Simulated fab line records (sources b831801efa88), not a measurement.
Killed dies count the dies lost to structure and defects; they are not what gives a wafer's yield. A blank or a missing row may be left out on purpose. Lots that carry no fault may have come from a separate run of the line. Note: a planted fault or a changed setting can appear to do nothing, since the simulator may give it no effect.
fab line records ; flow sky130 ; part 1 of 2: steps 1 to 27 of 38
record: lots: 5; wafers: 15; last_day: 50
route steps=708 shown METAL3@563 VIA3@573 METAL4@598
lots that met no fault: from a run of the same line without faults
start_h: hours from the record's opening day to when the first of the lot's shown wafers began ; wait_h: hours elapsed since this lot's preceding step ; " the same as in the row above ; L1.1+2: a row that stands for several wafers ; - value missing, or start not given ; * or withheld: withheld ; < > ~ a bound
route shown NAME@n: NAME is a module with steps in the file, n the number in the route of the first one ; usual: mean/standard deviation taken from wafers without a fault ; same: alike in all rows ; chamber/n: place in a boat ; sites: each site's reading ; _std_site: their standard deviation ; _edge_site: inner sites' mean taken away from outer sites' mean ; radius_mm: for every site, how far away it sits from the centre of the wafer ; mask NAME#n: copy n ; behind: the last tool/chamber to shape the wafer ; hold: the reason the lot was held/the length of the hold in hours/how it ended ; device: names the non-switching transistor (n, p or np) ; end of line: the tests these same wafers got at the end of their route ; step lacking rows: just its recipe ; killed: dies that structure and defects cost at the first sort, which is not the same as the wafer's yield ; map: shows each die of a wafer: x if killed, . if not, _ if none is there
set.NAME: the run value of the setting; set.NAME@STEP: its run value at that earlier step ; model.NAME: the simulator's own value behind a step, which no gauge read
lots seen at some steps along the route; tables by step, rows by wafer
services: from which hour (start_h, from the record's first day; less than 0 if before it) a tool's chamber was out of use, for how many hours, and why
== steps ==
step: SKY_METAL3_CD_MEAS_13
recipe: target_cd_nm: 300
usual: cd_nm: 299.6/1.6
lot.wafer;tool;chamber;start_h;wait_h;cd_nm
L079.1;cd_sem-01;-;956.07;-;297.2
L079.3;cd_sem-01;-;956.07;-;297.4
L079.5;cd_sem-01;-;956.07;-;296.7
L078.1;cd_sem-02;-;958.74;-;298.4
L078.2;cd_sem-02;-;958.74;-;298.3
L078.3;cd_sem-02;-;958.74;-;297.6
L092.2;cd_sem-02;-;1024.28;-;300.4
L092.4;cd_sem-02;-;1024.28;-;299.4
L092.5;cd_sem-02;-;1024.28;-;300.3
L093.2;cd_sem-01;-;1029.18;-;299.6
L093.5;cd_sem-01;-;1029.18;-;299.2
L093.6;cd_sem-01;-;1029.18;-;300.1
L097.4;cd_sem-02;-;1055.12;-;299.3
L097.5;cd_sem-02;-;1055.12;-;300.6
L097.6;cd_sem-02;-;1055.12;-;298.4
step: SKY_METAL3_OVL_MEAS_14
usual: METAL3_OVL: 3/5.6
lot.wafer;tool;chamber;start_h;wait_h;METAL3_OVL[nm]
L079.1;overlay-01;-;956.19;0.1;4
L079.3;overlay-01;-;956.19;0.1;6
L079.5;overlay-01;-;956.19;0.1;5
L078.1;overlay-02;-;958.86;0.1;-1
L078.2;overlay-02;-;958.86;0.1;2
L078.3;overlay-02;-;958.86;0.1;-5
L092.2;overlay-01;-;1024.39;0.1;19
L092.4;overlay-01;-;1024.39;0.1;8
L092.5;overlay-01;-;1024.39;0.1;2
L093.2;overlay-01;-;1029.29;0.1;2
L093.5;overlay-01;-;1029.29;0.1;-11
L093.6;overlay-01;-;1029.29;0.1;3
L097.4;overlay-02;-;1055.20;0.1;14
L097.5;overlay-02;-;1055.20;0.1;13
L097.6;overlay-02;-;1055.20;0.1;6
step: SKY_METAL3_DESCUM_15
recipe: chemistry: O2; source_power_w: 150; bias_power_w: 0; pressure_mtorr: 10; temp_c: 40; time_s: 8
usual: drypump_motor_current_A: 5.2/0.4; he_backside_leak_sccm: 3.33/0.23; oes_product_au: 0.999/0.0071
lot.wafer;tool;chamber;start_h;wait_h;drypump_motor_current_A;he_backside_leak_sccm;oes_product_au;rf_hours_counter_h
L079.1;rie_metal-04;1;956.23;0.0;5.3;3.47;0.995;10
L079.3;rie_metal-04;1;956.23;0.0;5.3;3.55;1.003;-
L079.5;rie_metal-04;1;956.23;0.0;5.3;3.46;1.002;-
L078.1;rie_metal-04;0;958.90;0.0;5.9;3.70;1.003;5
L078.2;rie_metal-04;1;958.90;0.0;5.3;3.40;1.009;10
L078.3;rie_metal-04;1;958.90;0.0;5.2;3.43;1.003;-
L092.2;rie_metal-04;0;1024.42;0.0;5.9;3.22;1.001;9
L092.4;rie_metal-04;0;1024.42;0.0;5.9;3.32;1.002;-
L092.5;rie_metal-04;0;1024.42;0.0;5.9;3.35;0.995;-
L093.2;rie_metal-01;1;1029.32;0.0;4.7;3.19;0.992;4
L093.5;rie_metal-01;0;1029.32;0.0;5.3;3.09;1.006;-
L093.6;rie_metal-01;1;1029.32;0.0;4.7;3.28;0.991;-
L097.4;rie_metal-03;1;1055.23;0.0;5.4;3.75;0.996;-
L097.5;rie_metal-03;0;1055.23;0.0;4.8;3.02;1.003;-
L097.6;rie_metal-03;1;1055.23;0.0;5.3;3.70;1.001;-
step: SKY_METAL3_ETCH_16
recipe: chemistry: N2/H2; target: BARC; ion_energy_ev: 200; bias_w: 100; pressure_mtorr: 30; n2_flow_sccm: 100; h2_flow_sccm: 200; icp_w: 500; stop_on: SiO2; time_s: 88.2; target_depth_a: 600
usual: drypump_motor_current_A: 5.2/0.4; he_backside_leak_sccm: 3.32/0.19; oes_product_au: 0.626/0.005; throttle_valve_pct: 13.204/0.0092
lot.wafer;tool;chamber;start_h;wait_h;drypump_motor_current_A;he_backside_leak_sccm;oes_product_au;rf_hours_counter_h;throttle_valve_pct
L079.1;rie_metal-04;1;956.26;0.0;5.3;3.21;0.622;10;13.211
L079.3;rie_metal-04;1;956.26;0.0;5.3;3.22;0.627;-;13.190
L079.5;rie_metal-04;1;956.26;0.0;5.2;3.15;0.624;-;13.198
L078.1;rie_metal-04;0;958.93;0.0;5.9;3.07;0.626;5;13.211
L078.2;rie_metal-04;1;958.93;0.0;5.3;3.29;0.627;10;13.195
L078.3;rie_metal-04;1;958.93;0.0;5.2;3.31;0.627;-;13.203
L092.2;rie_metal-04;0;1024.45;0.0;5.9;2.89;0.630;9;13.223
L092.4;rie_metal-04;0;1024.45;0.0;5.9;3.23;0.628;-;13.211
L092.5;rie_metal-04;0;1024.45;0.0;5.9;3.07;0.637;-;13.209
L093.2;rie_metal-01;1;1029.35;0.0;4.7;3.22;0.623;4;13.201
L093.5;rie_metal-01;0;1029.35;0.0;5.3;3.01;0.619;-;13.216
L093.6;rie_metal-01;1;1029.35;0.0;4.7;3.22;0.625;-;13.196
L097.4;rie_metal-03;1;1055.28;0.0;5.4;3.66;0.626;-;13.186
L097.5;rie_metal-03;0;1055.28;0.0;4.7;3.25;0.619;-;13.211
L097.6;rie_metal-03;1;1055.28;0.0;5.4;3.46;0.627;-;13.203
step: SKY_METAL3_ETCH_17
recipe: target: SiO2; stop_on: TiN; chemistry: C4F8/O2/Ar; source_w: 1500; bias_w: 1200; pressure_mtorr: 40; c4f8_flow_sccm: withheld; O2_flow_sccm: 6; Ar_flow_sccm: 300; time_s: 3.9; target_depth_a: 150
usual: oes_product_au: 0.752/0.0064
lot.wafer;tool;chamber;start_h;wait_h;oes_product_au;rf_hours_counter_h
L079.1;rie_diel-02;2;956.36;0.1;0.742;13
L079.3;rie_diel-02;3;956.36;0.1;0.751;14
L079.5;rie_diel-02;1;956.36;0.1;0.758;-
L078.1;rie_diel-04;3;959.03;0.1;0.740;18
L078.2;rie_diel-04;1;959.03;0.1;0.749;19
L078.3;rie_diel-04;2;959.03;0.1;0.750;18
L092.2;rie_diel-03;3;1024.55;0.1;0.746;4
L092.4;rie_diel-03;1;1024.55;0.1;0.756;17
L092.5;rie_diel-03;0;1024.55;0.1;0.761;-
L093.2;rie_diel-04;3;1029.45;0.1;0.744;20
L093.5;rie_diel-04;1;1029.45;0.1;0.755;-
L093.6;rie_diel-04;0;1029.45;0.1;0.752;-
L097.4;rie_diel-03;1;1055.35;0.0;0.752;18
L097.5;rie_diel-03;1;1055.35;0.0;0.750;-
L097.6;rie_diel-03;0;1055.35;0.0;0.737;-
step: SKY_METAL3_METAL_ETCH_18
recipe: target_depth_a: 8450; stop_on: SiO2; over_etch_frac: 0.3; time_s: 183.1; chemistry: Cl2/BCl3; resist_sidewall_deg: 88; pressure_mtorr: 10; icp_w: 900; bias_w: 48.5; Cl2_flow_sccm: 60; bcl3_flow_sccm: 30
usual: drypump_motor_current_A: 5.2/0.39; he_backside_leak_sccm: 3.3/0.34; oes_product_au: 0.866/0.0055; throttle_valve_pct: 22.265/0.0089
lot.wafer;tool;chamber;start_h;wait_h;drypump_motor_current_A;he_backside_leak_sccm;oes_product_au;rf_hours_counter_h;throttle_valve_pct
L079.1;rie_metal-03;0;956.38;0.0;4.7;3.2;0.856;14;22.262
L079.3;rie_metal-03;0;956.38;0.0;4.8;3.2;0.860;-;22.254
L079.5;rie_metal-03;1;956.38;0.0;5.4;3.9;0.858;-;22.273
L078.1;rie_metal-03;1;959.05;0.0;5.4;3.6;0.864;10;22.253
L078.2;rie_metal-03;0;959.05;0.0;4.7;3.1;0.879;15;22.268
L078.3;rie_metal-03;1;959.05;0.0;5.4;3.4;0.861;-;22.265
L092.2;rie_metal-01;1;1024.57;0.0;4.7;3.2;0.859;4;22.262
L092.4;rie_metal-01;0;1024.57;0.0;5.3;3.3;0.862;-;22.250
L092.5;rie_metal-01;0;1024.57;0.0;5.3;3.3;0.868;-;22.259
L093.2;rie_metal-04;0;1029.47;0.0;5.9;3.2;0.865;9;22.256
L093.5;rie_metal-04;0;1029.47;0.0;5.9;3.3;0.855;-;22.290
L093.6;rie_metal-04;1;1029.47;0.0;5.3;3.4;0.859;-;22.272
L097.4;rie_metal-04;0;1055.43;0.1;5.9;3.1;0.865;-;22.260
L097.5;rie_metal-04;1;1055.43;0.1;5.3;3.4;0.878;-;22.274
L097.6;rie_metal-04;0;1055.43;0.1;5.9;3.2;0.872;-;22.268
step: SKY_METAL3_STRIP_19
recipe: chemistry: O2/N2; power_w: 1400; pressure_mtorr: 1500; platen_temp_c: withheld; o2_flow_sccm: 3000; n2_flow_sccm: 300; overash_fraction: 0.5
usual: drypump_motor_current_A: 5.3/0.45; o2_flow_sccm: 2998/7.5; oes_product_au: 0.503/0.005; strip_time_to_endpoint_s: 6.55/0.081
lot.wafer;tool;chamber;start_h;wait_h;drypump_motor_current_A;o2_flow_sccm;oes_product_au;rf_hours_counter_h;strip_time_to_endpoint_s
L079.1;plasma_asher-04;1;956.55;0.1;5.2;2989;0.503;53;6.49
L079.3;plasma_asher-04;0;956.55;0.1;5.7;3001;0.504;-;6.45
L079.5;plasma_asher-04;0;956.55;0.1;5.7;3004;0.508;-;6.51
L078.1;plasma_asher-03;1;959.22;0.1;4.9;2996;0.503;82;6.47
L078.2;plasma_asher-03;0;959.22;0.1;4.9;2999;0.502;82;6.48
L078.3;plasma_asher-03;0;959.22;0.1;4.9;3012;0.497;-;6.45
L092.2;plasma_asher-01;0;1024.75;0.1;6.0;3001;0.509;26;6.59
L092.4;plasma_asher-01;0;1024.75;0.1;6.1;3004;0.497;-;6.48
L092.5;plasma_asher-01;1;1024.75;0.1;4.9;3006;0.501;-;6.54
L093.2;plasma_asher-03;0;1029.65;0.1;4.9;2987;0.508;89;6.64
L093.5;plasma_asher-03;1;1029.65;0.1;4.9;2995;0.500;-;6.52
L093.6;plasma_asher-03;0;1029.65;0.1;4.9;2992;0.504;-;6.58
L097.4;plasma_asher-01;0;1055.58;0.1;6.0;3002;0.510;-;6.65
L097.5;plasma_asher-01;1;1055.58;0.1;5.0;3011;0.511;-;6.59
L097.6;plasma_asher-01;0;1055.58;0.1;6.0;3008;0.500;-;6.58
step: SKY_METAL3_STRIP_20
recipe: chemistry: post_etch_residue_remover; time_s: 1200; temp_c: 72.5
lot.wafer;tool;chamber;start_h;wait_h
L079.1+3+5;wet_bench-04;0;956.65;0.1
L078.1+2+3;wet_bench-02;1;959.32;0.1
L092.2+4+5;wet_bench-02;3;1024.85;0.1
L093.2+5+6;wet_bench-02;0;1029.75;0.1
L097.4+5+6;wet_bench-02;0;1055.65;0.0
step: SKY_METAL3_CLEAN_21
recipe: chemistry: IPA; time_s: 180; temp_c: 25
lot.wafer;tool;chamber;start_h;wait_h
L079.1+3+5;wet_bench-02;0;956.99;0.0
L078.1+2+3;wet_bench-04;2;959.66;0.0
L092.2+4+5;wet_bench-03;0;1025.19;0.0
L093.2+5+6;wet_bench-04;1;1030.09;0.0
L097.4+5+6;wet_bench-04;3;1055.99;0.0
step: SKY_METAL3_CLEAN_22
recipe: chemistry: O3/DIW; dry: n2_spin
lot.wafer;tool;chamber;start_h;wait_h
L079.1+3+5;wet_bench-03;1;957.05;0.0
L078.1+2+3;wet_bench-03;2;959.72;0.0
L092.2+4+5;wet_bench-02;3;1025.25;0.0
L093.2+5+6;wet_bench-02;2;1030.15;0.0
L097.4+5+6;wet_bench-02;3;1056.05;0.0
step: SKY_VIA3_HDPCVD_00
recipe: material: SiO2; target_thk_nm: 1635; sigma_open_frac: 0.3; time_s: 272.5; temp_c: 400; sih4_flow_sccm: 60; pressure_mtorr: 6
lot.wafer;tool;chamber;start_h;wait_h
L079.1+3+5;hdpcvd-02;1,0,2;957.14;0.0
L078.1+2+3;hdpcvd-02;1,0,2;959.81;0.0
L092.2+4+5;hdpcvd-01;2,2,1;1025.34;0.0
L093.2+5+6;hdpcvd-01;0,2,0;1030.24;0.0
L097.4+5+6;hdpcvd-01;2,1,0;1056.23;0.1
step: SKY_VIA3_THK_MEAS_01
recipe: reads: SiO2_of_VIA3_HDPCVD_00
usual: VIA3_HDPCVD_THK: 1632/14
lot.wafer;tool;chamber;start_h;wait_h;VIA3_HDPCVD_THK[nm]
L079.1;film_metro-01;-;957.31;0.1;1639
L079.3;film_metro-01;-;957.31;0.1;1634
L079.5;film_metro-01;-;957.31;0.1;1630
L078.1;film_metro-01;-;959.98;0.1;1636
L078.2;film_metro-01;-;959.98;0.1;1610
L078.3;film_metro-01;-;959.98;0.1;1627
L092.2;film_metro-02;-;1025.52;0.1;1638
L092.4;film_metro-02;-;1025.52;0.1;1634
L092.5;film_metro-02;-;1025.52;0.1;1602
L093.2;film_metro-01;-;1030.42;0.1;1645
L093.5;film_metro-01;-;1030.42;0.1;1640
L093.6;film_metro-01;-;1030.42;0.1;1654
L097.4;film_metro-02;-;1056.34;0.0;1659
L097.5;film_metro-02;-;1056.34;0.0;1620
L097.6;film_metro-02;-;1056.34;0.0;1619
step: SKY_VIA3_CMP_02
recipe: material: SiO2; down_force_psi: 4; platen_rpm: 60; pad_velocity_m_s: 0.94248
usual: motor_current_A: 11.2/1.1
lot.wafer;tool;chamber;start_h;wait_h;motor_current_A
L079.1;cmp-02;2;957.42;0.1;11.4
L079.3;cmp-02;3;957.42;0.1;12.0
L079.5;cmp-02;1;957.42;0.1;11.1
L078.3;cmp-02;3;960.16;0.1;11.4
L078.2;cmp-02;0;960.16;0.1;10.2
L078.1;cmp-02;2;960.16;0.1;11.4
L092.2;cmp-01;3;1025.62;0.1;10.7
L092.4;cmp-01;1;1025.62;0.1;10.6
L092.5;cmp-01;2;1025.62;0.1;9.3
L093.2;cmp-01;3;1030.75;0.3;11.5
L093.6;cmp-01;0;1030.75;0.3;12.5
L093.5;cmp-01;1;1030.75;0.3;11.2
L097.4;cmp-01;2;1056.42;0.1;9.4
L097.6;cmp-01;1;1056.42;0.1;10.8
L097.5;cmp-01;2;1056.42;0.1;8.7
step: SKY_VIA3_BOW_MEAS_03
recipe: mode: bow
usual: VIA3_BOW: 79/7.5
lot.wafer;tool;chamber;start_h;wait_h;VIA3_BOW[um]
L079.1;film_metro-01;-;957.67;0.2;79
L079.3;film_metro-01;-;957.67;0.2;86
L079.5;film_metro-01;-;957.67;0.2;73
L078.1;film_metro-01;-;960.46;0.1;84
L078.2;film_metro-01;-;960.46;0.1;84
L078.3;film_metro-01;-;960.46;0.1;72
L092.2;film_metro-01;-;1025.89;0.2;94
L092.4;film_metro-01;-;1025.89;0.2;81
L092.5;film_metro-01;-;1025.89;0.2;80
L093.2;film_metro-02;-;1030.92;0.1;91
L093.5;film_metro-02;-;1030.92;0.1;79
L093.6;film_metro-02;-;1030.92;0.1;83
L097.4;film_metro-01;-;1056.73;0.3;80
L097.5;film_metro-01;-;1056.73;0.3;85
L097.6;film_metro-01;-;1056.73;0.3;88
step: SKY_VIA3_DEHYDRATE_04
recipe: temp_c: 200; time_s: 60
lot.wafer;tool;chamber;start_h;wait_h
L079.1+3+5;litho_track-02;0;969.10;11.4
L078.1+2+3;litho_track-01;0;971.52;11.0
L092.2+4+5;litho_track-02;0;1036.92;11.0
L093.2+5+6;litho_track-04;0;1041.66;10.7
L097.4+5+6;litho_track-04;0;1066.16;9.4
step: SKY_VIA3_HMDS_05
recipe: prime_time_s: 60; prime_temp_c: 120
lot.wafer;tool;chamber;start_h;wait_h
L079.1+3+5;litho_track-02;0;969.25;0.1
L078.1+2+3;litho_track-01;0;971.67;0.1
L092.2+4+5;litho_track-02;0;1037.07;0.1
L093.2+5+6;litho_track-04;0;1041.81;0.1
L097.4+5+6;litho_track-04;0;1066.31;0.1
step: SKY_VIA3_COAT_06
recipe: resist: BARC; temp_c: withheld; time_s: withheld; spin_rpm: 3000; resist_thk_nm: 60
lot.wafer;tool;chamber;start_h;wait_h
L079.1+3+5;litho_track-02;0;969.40;0.1
L078.1+2+3;litho_track-01;0;971.82;0.1
L092.2+4+5;litho_track-02;0;1037.22;0.1
L093.2+5+6;litho_track-04;0;1041.96;0.1
L097.4+5+6;litho_track-04;0;1066.46;0.1
step: SKY_VIA3_COAT_07
recipe: resist: KrF-thick; spin_rpm: 3000; resist_thk_nm: 450
lot.wafer;tool;chamber;start_h;wait_h
L079.1+3+5;litho_track-02;0;-;-
L078.1+2+3;litho_track-01;0;-;-
L092.2+4+5;litho_track-02;0;-;-
L093.2+5+6;litho_track-04;0;-;-
L097.4+5+6;litho_track-04;0;-;-
step: SKY_VIA3_SOFTBAKE_08
recipe: temp_c: 100; time_s: 90; resist: KrF-thick
lot.wafer;tool;chamber;start_h;wait_h
L079.1+3+5;litho_track-02;0;-;-
L078.1+2+3;litho_track-01;0;-;-
L092.2+4+5;litho_track-02;0;-;-
L093.2+5+6;litho_track-04;0;-;-
L097.4+5+6;litho_track-04;0;-;-
step: SKY_VIA3_EXPOSE_09
recipe: mask_id: VIM3; na: 0.8; source_shape: annular; sigma_inner: 0.55; sigma_outer: 0.85; target_cd_nm: 200; dose_mj: 38
same: na: 0.8; sigma_outer: 0.85
lot.wafer;tool;chamber;start_h;wait_h;mask
L079.1+3+5;krf_scanner-01;0;-;-;VIM3#0
L078.1+2+3;krf_scanner-02;0;-;-;VIM3#0
L092.2+4+5;krf_scanner-02;0;-;-;VIM3#0
L093.2+5+6;krf_scanner-02;0;-;-;VIM3#0
L097.4+5+6;krf_scanner-01;0;-;-;VIM3#0
step: SKY_VIA3_PEB_10
recipe: peb_temp_c: withheld; peb_time_s: withheld; resist: KrF-thick
lot.wafer;tool;chamber;start_h;wait_h
L079.1+3+5;litho_track-02;0;-;-
L078.1+2+3;litho_track-01;0;-;-
L092.2+4+5;litho_track-04;0;-;-
L093.2+5+6;litho_track-01;0;-;-
L097.4+5+6;litho_track-04;0;-;-
step: SKY_VIA3_DEVELOP_11
recipe: develop_time_s: 60; resist: KrF-thick; dev_temp_c: 21
lot.wafer;tool;chamber;start_h;wait_h
L079.1+3+5;litho_track-02;0;-;-
L078.1+2+3;litho_track-01;0;-;-
L092.2+4+5;litho_track-04;0;-;-
L093.2+5+6;litho_track-01;0;-;-
L097.4+5+6;litho_track-04;0;-;-
step: SKY_VIA3_CD_MEAS_12
recipe: target_cd_nm: 200
usual: cd_nm: 200.0/1.5
lot.wafer;tool;chamber;start_h;wait_h;cd_nm
L079.1;cd_sem-01;-;981.95;-;201.7
L079.3;cd_sem-01;-;981.95;-;201.7
L079.5;cd_sem-01;-;981.95;-;202.1
L078.1;cd_sem-01;-;984.67;-;204.4
L078.2;cd_sem-01;-;984.67;-;204.0
L078.3;cd_sem-01;-;984.67;-;203.8
L092.2;cd_sem-02;-;1048.75;-;199.1
L092.4;cd_sem-02;-;1048.75;-;198.6
L092.5;cd_sem-02;-;1048.75;-;199.8
L093.2;cd_sem-02;-;1053.04;-;199.5
L093.5;cd_sem-02;-;1053.04;-;200.3
L093.6;cd_sem-02;-;1053.04;-;200.5
L097.4;cd_sem-02;-;1077.49;-;198.9
L097.5;cd_sem-02;-;1077.49;-;197.5
L097.6;cd_sem-02;-;1077.49;-;198.6
step: SKY_VIA3_OVL_MEAS_13
usual: VIA3_OVL: 1/5.7
lot.wafer;tool;chamber;start_h;wait_h;VIA3_OVL[nm]
L079.1;overlay-01;-;982.07;0.1;16
L079.3;overlay-01;-;982.07;0.1;10
L079.5;overlay-01;-;982.07;0.1;11
L078.1;overlay-01;-;984.79;0.1;11
L078.2;overlay-01;-;984.79;0.1;18
L078.3;overlay-01;-;984.79;0.1;8
L092.2;overlay-02;-;1048.86;0.1;3
L092.4;overlay-02;-;1048.86;0.1;0
L092.5;overlay-02;-;1048.86;0.1;-2
L093.2;overlay-01;-;1053.15;0.1;4
L093.5;overlay-01;-;1053.15;0.1;-4
L093.6;overlay-01;-;1053.15;0.1;-8
L097.4;overlay-01;-;1077.57;0.1;2
L097.5;overlay-01;-;1077.57;0.1;2
L097.6;overlay-01;-;1077.57;0.1;-1
step: SKY_VIA3_ETCH_14
recipe: chemistry: N2/H2; target: BARC; ion_energy_ev: 200; source_w: 500; bias_w: 100; pressure_mtorr: 30; n2_flow_sccm: 100; h2_flow_sccm: 200; stop_on: SiO2; time_s: 45.9; target_depth_a: 600
usual: drypump_motor_current_A: 5.6/0.51; oes_product_au: 0.856/0.0043; throttle_valve_pct: 13.224/0.0095
lot.wafer;tool;chamber;start_h;wait_h;drypump_motor_current_A;oes_product_au;rf_hours_counter_h;throttle_valve_pct
L079.1;rie_diel-03;0;982.10;0.0;5.1;0.858;14;13.214
L079.3;rie_diel-03;2;982.10;0.0;5.4;0.857;18;13.210
L079.5;rie_diel-03;0;982.10;0.0;5.1;0.853;-;13.216
L078.1;rie_diel-03;2;984.83;0.0;5.4;0.865;18;13.227
L078.2;rie_diel-03;0;984.83;0.0;5.1;0.858;14;13.234
L078.3;rie_diel-03;3;984.83;0.0;4.9;0.855;3;13.236
L092.2;rie_diel-04;0;1048.89;0.0;5.8;0.857;17;13.225
L092.4;rie_diel-04;2;1048.89;0.0;5.5;0.859;21;13.216
L092.5;rie_diel-04;3;1048.89;0.0;6.1;0.864;-;13.222
L093.2;rie_diel-03;2;1053.18;0.0;5.4;0.854;21;13.221
L093.5;rie_diel-03;1;1053.18;0.0;5.9;0.851;-;13.213
L093.6;rie_diel-03;0;1053.18;0.0;5.1;0.856;-;13.215
L097.4;rie_diel-01;0;1077.59;0.0;4.8;0.852;12;13.222
L097.5;rie_diel-01;0;1077.59;0.0;4.8;0.862;-;13.234
L097.6;rie_diel-01;3;1077.59;0.0;6.3;0.848;-;13.218
step: SKY_VIA3_ETCH_15
recipe: target: SiO2; chemistry: C4F8/O2/Ar; target_depth_nm: 507; stop_on: TiN; mask_material: KrF-thick; source_w: 1500; bias_w: 1200; pressure_mtorr: 40; c4f8_flow_sccm: withheld; O2_flow_sccm: 6; Ar_flow_sccm: 300; time_s: 78
usual: oes_product_au: 0.935/0.0048
lot.wafer;tool;chamber;start_h;wait_h;oes_product_au;rf_hours_counter_h
L079.1;rie_diel-03;0;982.14;0.0;0.934;14
L079.3;rie_diel-03;2;982.14;0.0;0.945;18
L079.5;rie_diel-03;0;982.14;0.0;0.929;-
L078.1;rie_diel-03;2;984.87;0.0;0.930;18
L078.2;rie_diel-03;0;984.87;0.0;0.932;14
L078.3;rie_diel-03;3;984.87;0.0;0.938;3
L092.2;rie_diel-04;0;1048.93;0.0;0.932;17
L092.4;rie_diel-04;2;1048.93;0.0;0.938;21
L092.5;rie_diel-04;3;1048.93;0.0;0.928;-
L093.2;rie_diel-03;2;1053.22;0.0;0.933;21
L093.5;rie_diel-03;1;1053.22;0.0;0.945;-
L093.6;rie_diel-03;0;1053.22;0.0;0.931;-
L097.4;rie_diel-01;0;1077.63;0.0;0.931;12
L097.5;rie_diel-01;0;1077.63;0.0;0.925;-
L097.6;rie_diel-01;3;1077.63;0.0;0.946;-
step: SKY_VIA3_STRIP_16
recipe: chemistry: O2/N2; power_w: 1400; pressure_mtorr: 1500; platen_temp_c: withheld; o2_flow_sccm: 3000; n2_flow_sccm: 300; overash_fraction: 0.5
usual: drypump_motor_current_A: 5.6/0.49; o2_flow_sccm: 2998/9.1; oes_product_au: 0.403/0.0041; strip_time_to_endpoint_s: 4.140/0.018
lot.wafer;tool;chamber;start_h;wait_h;drypump_motor_current_A;o2_flow_sccm;oes_product_au;rf_hours_counter_h;strip_time_to_endpoint_s
L079.1;plasma_asher-01;1;982.20;0.0;4.9;2979;0.401;22;4.104
L079.3;plasma_asher-01;1;982.20;0.0;5.0;2999;0.401;-;4.116
L079.5;plasma_asher-01;1;982.20;0.0;4.9;3000;0.408;-;4.101
L078.1;plasma_asher-01;0;984.93;0.0;6.0;2998;0.399;22;4.143
L078.2;plasma_asher-01;1;984.93;0.0;4.9;2986;0.403;22;4.129
L078.3;plasma_asher-01;1;984.93;0.0;4.9;2983;0.394;-;4.152
L092.2;plasma_asher-04;1;1048.99;0.0;5.2;3014;0.404;62;4.131
L092.4;plasma_asher-04;0;1048.99;0.0;5.7;2998;0.405;-;4.166
L092.5;plasma_asher-04;0;1048.99;0.0;5.7;3008;0.409;-;4.126
L093.2;plasma_asher-02;1;1053.28;0.0;6.4;2990;0.408;124;4.143
L093.5;plasma_asher-02;1;1053.28;0.0;6.4;2993;0.404;-;4.168
L093.6;plasma_asher-02;0;1053.28;0.0;5.9;2987;0.397;-;4.135
L097.4;plasma_asher-01;0;1077.72;0.1;6.0;2996;0.400;-;4.145
L097.5;plasma_asher-01;1;1077.72;0.1;4.9;3003;0.409;-;4.130
L097.6;plasma_asher-01;0;1077.72;0.1;6.0;2997;0.407;-;4.151
